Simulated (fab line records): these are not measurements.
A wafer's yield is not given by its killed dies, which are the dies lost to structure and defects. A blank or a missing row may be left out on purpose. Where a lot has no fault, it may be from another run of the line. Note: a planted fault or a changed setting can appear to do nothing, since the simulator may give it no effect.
The tool behind it: which one? ; flow sky130 ; 30 wafers from 10 lots sampled at 6 of the route's 708 steps

## WHAT THE GAUGES READ, wafer by wafer
SKY_CAP2M_OVL_MEAS_12.
lot;measured;on;CAP2M_OVL (nm)
L841;day 40 09:43;overlay-01;-0.6 -2.1 -1.0
L843;day 42 02:40;overlay-02;-0.8 0.7 0.1
L845;day 45 01:19;overlay-01;-1.6 -1.2 -1.2
L849;day 45 02:11;overlay-02;3.1 2.5 0.8
L852;day 45 05:04;overlay-02;-2.0 -3.2 -2.1
L853;day 45 07:55;overlay-01;-0.9 -1.3 -2.9
L856;day 45 09:01;overlay-01;-4.6 -3.0 -1.7
L857;day 45 09:49;overlay-01;-0.5 -1.0 -2.2
L860;day 45 19:37;overlay-02;-1.1 0.3 -1.5
L862;day 46 04:24;overlay-01;-0.4 -0.2 0.8

SKY_VIA4_RS_MEAS_19: a four-point-probe measurement.
lot;measured;on;VIA4_W_RS (ohm/sq)
L841;day 42 11:31;filmMetro-02;0.112 0.114 0.113
L843;day 44 04:59;filmMetro-03;0.113 0.111 0.113
L845;day 46 22:45;filmMetro-01;0.113 0.113 0.112
L849;day 46 22:29;filmMetro-03;0.223 0.223 0.227
L852;day 47 01:45;filmMetro-01;0.227 0.220 0.229
L853;day 47 04:40;filmMetro-02;0.228 0.231 0.234
L856;day 47 04:38;filmMetro-01;0.229 0.224 0.222
L857;day 47 06:13;filmMetro-01;0.226 0.227 0.226
L860;day 47 14:20;filmMetro-03;0.222 0.228 0.231
L862;day 47 23:43;filmMetro-01;0.230 0.225 0.233

SKY_VIA4_THK_MEAS_20: measures by xrf.
lot;measured;on;VIA4_W_THK (nm)
L841;day 42 11:38;filmMetro-02;- 987 984
L843;day 44 05:07;filmMetro-03;998 - -
L845;day 46 22:52;filmMetro-01;968 961 972
L849;day 46 22:37;filmMetro-03;516 512 502
L852;day 47 01:52;filmMetro-01;491 508 486
L853;day 47 04:47;filmMetro-02;493 486 482
L856;day 47 04:45;filmMetro-01;487 499 501
L857;day 47 06:20;filmMetro-01;495 493 495
L860;day 47 14:27;filmMetro-03;514 502 495
L862;day 47 23:49;filmMetro-01;487 496 480

## WHAT TOOL EACH LOT RAN ON (gives the tool, then ch and the chambers of the sampled wafers, and finally the start)
lot;SKY_METAL4_SPUTTER_03;SKY_CAP2M_SPUTTER_02;SKY_VIA4_CVD_18
L841;pvdSputter-01, day 39 09:58;pvdSputter-02, day 39 10:07;cvdW-01 ch 0,1, day 42 11:02
L843;pvdSputter-01, day 41 04:05;pvdSputter-04, day 41 04:17;cvdW-02 ch 0,1, day 44 04:20
L845;pvdSputter-01, day 44 04:16;pvdSputter-04, day 44 04:25;cvdW-01 ch 0,1, day 46 22:10
L849;pvdSputter-01, day 44 04:46;pvdSputter-04, day 44 04:55;cvdW-02 ch 0,1, day 46 22:20
L852;pvdSputter-04, day 44 07:23;pvdSputter-03, day 44 07:32;cvdW-02 ch 0,1, day 47 01:36
L853;pvdSputter-01, day 44 11:15;pvdSputter-04, day 44 11:24;cvdW-01 ch 0,1, day 47 04:31
L856;pvdSputter-02, day 44 12:13;pvdSputter-03, day 44 12:22;cvdW-02 ch 0,1, day 47 04:28
L857;pvdSputter-04, day 44 12:32;pvdSputter-02, day 44 12:41;cvdW-01 ch 0,1, day 47 06:04
L860;pvdSputter-01, day 44 22:20;pvdSputter-04, day 44 22:29;cvdW-02 ch 0,1, day 47 14:11
L862;pvdSputter-04, day 45 07:13;pvdSputter-02, day 45 07:22;cvdW-02 ch 0,1, day 47 23:32
- SKY_METAL4_SPUTTER_03: material Ti, target thk 5 nm, time 3.3 s.
- SKY_CAP2M_SPUTTER_02: material TiN, target thk 200 nm, time 166.7 s.
- SKY_VIA4_CVD_18: deposits W, target thk 505 nm, time 152.14 s.

## WHAT THE TOOLS THEMSELVES READ (means of the sampled wafers that have a number; where no wafer has one, the mark that the record gives instead)
SKY_METAL4_SPUTTER_03.
lot;tool;cathodeDcPowerW (W);throttleValvePct (%)
L841;pvdSputter-01;3000.6;28.8
L843;pvdSputter-01;3000.1;29.3
L845;pvdSputter-01;3000.1;28.9
L849;pvdSputter-01;2999.8;28.8
L852;pvdSputter-04;2999.9;29.6
L853;pvdSputter-01;3000.3;29.3
L856;pvdSputter-02;2999.7;29.9
L857;pvdSputter-04;3000.3;30.2
L860;pvdSputter-01;2999.9;30.0
L862;pvdSputter-04;2999.8;30.1

SKY_CAP2M_SPUTTER_02.
lot;tool;cathodeDcPowerW (W);throttleValvePct (%)
L841;pvdSputter-02;6501.4;29.9
L843;pvdSputter-04;6498.2;29.7
L845;pvdSputter-04;6500.1;29.5
L849;pvdSputter-04;6500.9;29.9
L852;pvdSputter-03;6500.5;31.0
L853;pvdSputter-04;6499.3;30.2
L856;pvdSputter-03;6500.6;31.3
L857;pvdSputter-02;6499.2;30.0
L860;pvdSputter-04;6500.1;29.3
L862;pvdSputter-02;6499.7;30.3

SKY_VIA4_CVD_18.
lot;tool;heaterPowerW (W)
L841;cvdW-01;713
L843;cvdW-02;818
L845;cvdW-01;716
L849;cvdW-02;788
L852;cvdW-02;815
L853;cvdW-01;724
L856;cvdW-02;785
L857;cvdW-01;739
L860;cvdW-02;825
L862;cvdW-02;815

## THE ANSWER, worked out from the rows above alone
Rule: the usual values come from the lots themselves. Put in order of their means at a reading, lots are off if they are a third of the lots or fewer, leave a main group of 4 or more, and stand apart from it by a gap of 3 or more times the standard deviation of the main group's means; of several such gaps the widest counts. If all means in a main group match to the digits the tables above print for the reading, that group is not used. A lot without any number at a reading at which 4 lots or more have one is off too. The other lots that the step has rows for count as sound. The gauges are gone through in route order, then the tools' own readings, and for those a lot's mean is taken as printed above. The first step at which some lot is off is used, and at that step the reading that is off furthest; a lot without a number counts as furthest.
Off: at SKY_VIA4_RS_MEAS_19 (VIA4_W_RS), L841, L843, L845. The main group: mean 0.227 ohm/sq, standard deviation 0.0023.
If a tool, at a process step before that reading, ran all the lots that are off and no sound lot after the first of them, it fits. The gauges at SKY_VIA4_RS_MEAS_19 are tried like those tools. No candidate that was tried fits.

## WHAT THE SIMULATOR HAD INSERTED
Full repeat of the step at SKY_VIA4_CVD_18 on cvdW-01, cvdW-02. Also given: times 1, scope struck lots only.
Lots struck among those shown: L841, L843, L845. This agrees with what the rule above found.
